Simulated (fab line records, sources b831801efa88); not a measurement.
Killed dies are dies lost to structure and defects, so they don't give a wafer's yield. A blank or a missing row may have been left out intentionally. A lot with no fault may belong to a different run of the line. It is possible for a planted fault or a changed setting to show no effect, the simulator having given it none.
Struck lot and sound lot, side by side + flow gf180mcu + 33 out of 602 route steps
Sound: the wafers L619.2, L619.4, L619.5. The struck wafers were L625.1, L625.2, L625.5. At the end, the cause is stated.
Per side, at each step with rows, come the tool, then ch with its chambers, and then its first start. Under that, the readings that differ: sound wafers + struck wafers + difference of the means + sigmas: that difference in standard deviations of wafers without a fault.
alike: same words and numbers on both sides, and readings whose means sit less than 2 such deviations apart. not compared: any withheld reading, any reading some wafer has no value for, any bound like >300 that may hide the same value, and any number with overlapping values for which the record gives no deviation.
The two part at a step that has a row with sigmas, a row that says differs or no value, or rows on one side only. When numbers do not overlap yet have no deviation, they are printed without sigmas and do not part them. Lack of a reading on every wafer of one side parts them only where that side has two or more wafers.

first, 1 step without rows for these wafers: GF_HV_LDD_CVD_56 (deposits Si3N4 from DCS/NH3, target thk 90 nm, time 1543 s).
GF_HV_LDD_THK_MEAS_57:
  sound on filmMetro-01, day 16 00:00; struck on filmMetro-04, day 17 11:33
| reading                | sound          | struck         | difference | sigmas |
|------------------------|----------------|----------------|------------|--------|
| HV_LDD_CVD_56_THK (nm) | 91.8 90.9 91.4 | 89.1 88.6 89.1 | -2.4       | -2     |
GF_HV_LDD_ETCHBACK_58: etches Si3N4 in CH3F/O2, stops on SiO2, time 100 s, target depth 90 nm.
  sound on rieDiel-02 ch 0,2,3, day 16 00:03; struck on rieDiel-03 ch 0,2,3, day 17 11:37
  alike: drypumpMotorCurrentA, oesProductAu, rfFwdPowerW, throttleValvePct
  not compared: rfHoursCounterH
then, 7 steps without rows for these wafers: GF_NSD_DEHYDRATE_00 (time 60 s); GF_NSD_HMDS_01 (prime time 60 s); GF_NSD_COAT_02 (resist thk 1014 nm); GF_NSD_SOFTBAKE_03 (time 60 s); GF_NSD_EXPOSE_04 (exposes mask Nplus, target cd 400 nm); GF_NSD_PEB_05; GF_NSD_DEVELOP_06 (develop time 60 s).
GF_NSD_CD_MEAS_07: target cd 400 nm.
  sound on cdSem-01, day 16 22:49; struck on cdSem-01, day 18 11:07
  alike: cdNm
GF_NSD_OVL_MEAS_08:
  sound on overlay-01, day 16 22:56; struck on overlay-02, day 18 11:14
  alike: NSD_OVL
GF_NSD_IMPLANT_09:
  sound on implanter-01 ch 0, day 16 22:59; struck on implanter-01 ch 0, day 18 11:16
| reading                  | sound                | struck               | difference | sigmas |
|--------------------------|----------------------|----------------------|------------|--------|
| beamEnergyKeV            | 60.032 60.015 59.991 | 59.195 59.189 59.182 | -0.824     | -43    |
| model.implant.drpNm (nm) | 16.15 16.15 16.15    | 15.98 15.98 15.98    | -0.17      |        |
  alike: doseIonsCm2, faradayCurrentUA
then, 1 step without rows for these wafers: GF_NSD_IMPLANT_10.
GF_NSD_STRIP_11: strips in O2/N2.
  sound on plasmaAsher-02 ch 0,1, day 16 23:16; struck on plasmaAsher-02 ch 0,1, day 18 11:34
| reading                  | sound             | struck            | difference | sigmas |
|--------------------------|-------------------|-------------------|------------|--------|
| stripTimeToEndpointS (s) | 23.15 23.13 23.17 | 23.06 23.03 23.03 | -0.11      | -3     |
  alike: drypumpMotorCurrentA, heaterPowerW, oesProductAu
  not compared: rfHoursCounterH
GF_NSD_TW_MEAS_12:
  sound on filmMetro-01, day 16 23:22; struck on filmMetro-03, day 18 11:40
  alike: NSD_TW
then, 7 steps without rows for these wafers: GF_PSD_DEHYDRATE_00 (time 60 s); GF_PSD_HMDS_01 (prime time 60 s); GF_PSD_COAT_02 (resist thk 1000 nm); GF_PSD_SOFTBAKE_03 (time 60 s); GF_PSD_EXPOSE_04 (exposes mask Pplus, target cd 400 nm); GF_PSD_PEB_05; GF_PSD_DEVELOP_06 (develop time 60 s).
GF_PSD_CD_MEAS_07: target cd 400 nm.
  sound on cdSem-02, day 17 22:02; struck on cdSem-02, day 19 10:52
  alike: cdNm
GF_PSD_OVL_MEAS_08:
  sound on overlay-01, day 17 22:09; struck on overlay-02, day 19 10:59
  alike: PSD_OVL
then, 1 step without rows for these wafers: GF_PSD_IMPLANT_09.
GF_PSD_STRIP_10: strips in O2/N2.
  sound on plasmaAsher-02 ch 0,1, day 17 22:20; struck on plasmaAsher-01 ch 0,1, day 19 11:11
  alike: drypumpMotorCurrentA, heaterPowerW, oesProductAu, stripTimeToEndpointS
  not compared: rfHoursCounterH
GF_PSD_TW_MEAS_11:
  sound on filmMetro-01, day 17 22:26; struck on filmMetro-03, day 19 11:17
| reading | sound          | struck         | difference | sigmas |
|---------|----------------|----------------|------------|--------|
| PSD_TW  | 3145 3145 3137 | 3197 3214 3223 | +69        | +3     |
then, 1 step without rows for these wafers: GF_PSD_CLEAN_12 (cleans in SC1/SC2, time 150 s).
GF_PSD_RTA_13: time 20 s.
  sound on rtpAnneal-01 ch 0, day 17 22:34; struck on rtpAnneal-01 ch 0, day 19 11:23
  alike: lampPowerPct, wafer_temp_C_max
GF_PSD_RS_MEAS_14: measures by four-point-probe.
  sound on filmMetro-03, day 17 22:38; struck on filmMetro-01, day 19 11:28
| reading         | sound             | struck            | difference | sigmas |
|-----------------|-------------------|-------------------|------------|--------|
| NSD_RS (ohm/sq) | 45.99 46.00 46.00 | 46.25 46.22 46.28 | +0.25      | +3     |
GF_PSD_RS_MEAS_15: measures by four-point-probe.
  sound on filmMetro-03, day 17 22:46; struck on filmMetro-01, day 19 11:35
  alike: PSD_RS
GF_PASSIVATION_PROBE_99:
  the record holds rows for the sound wafers here (prober-02, day 32 04:26) but none for the struck ones

== WHERE THEY PART ==
Last at GF_PASSIVATION_PROBE_99 as far as this record goes, first at GF_HV_LDD_THK_MEAS_57.

WHY: the cause the simulator had injected
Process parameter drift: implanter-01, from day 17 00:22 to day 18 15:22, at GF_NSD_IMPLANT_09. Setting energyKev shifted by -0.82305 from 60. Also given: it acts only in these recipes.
